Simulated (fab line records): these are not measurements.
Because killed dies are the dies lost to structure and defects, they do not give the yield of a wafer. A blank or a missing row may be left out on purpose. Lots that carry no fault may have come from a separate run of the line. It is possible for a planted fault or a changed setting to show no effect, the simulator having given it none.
Which of the tools did it? ; flow sky130 ; at 1 step of a route of 708, 6 lots with 18 wafers sampled

== WHAT THE GAUGES SHOWED, per wafer ==
SKY_LDD_HVP_TW_MEAS_10.
lot;measured;on;LDD_HVP_TW
L486;day 23 02:40;filmMetro-02;450 449 452
L487;day 23 04:55;filmMetro-02;448 448 450
L495;day 25 16:34;filmMetro-01;451 447 451
L501;day 27 19:16;filmMetro-01;451 450 449
L503;day 28 08:01;filmMetro-01;448 451 449
L508;day 29 15:44;filmMetro-01;447 448 449

== WHAT TOOL EACH LOT RAN ON (gives the tool, then ch and the chambers of the sampled wafers, and finally the start) ==
The record holds no process step before these readings.

== THE ANSWER, worked out from the rows above alone ==
Rule: the lots themselves supply what counts as usual. Put in order of their means at a reading, lots are off if they are a third of the lots or fewer, leave a main group of 4 or more, and stand apart from it by a gap of 3 or more times the standard deviation of the main group's means; of several such gaps the widest counts. A main group whose means are all the same, to the digits that the tables above print for the reading, isn't used. A lot without any number at a reading at which 4 lots or more have one is off too. All remaining lots with rows at the step are treated as sound.
No lot is off on any of the readings shown, so nothing can be concluded from this.

== WHAT WAS PUT IN BY THE SIMULATOR ==
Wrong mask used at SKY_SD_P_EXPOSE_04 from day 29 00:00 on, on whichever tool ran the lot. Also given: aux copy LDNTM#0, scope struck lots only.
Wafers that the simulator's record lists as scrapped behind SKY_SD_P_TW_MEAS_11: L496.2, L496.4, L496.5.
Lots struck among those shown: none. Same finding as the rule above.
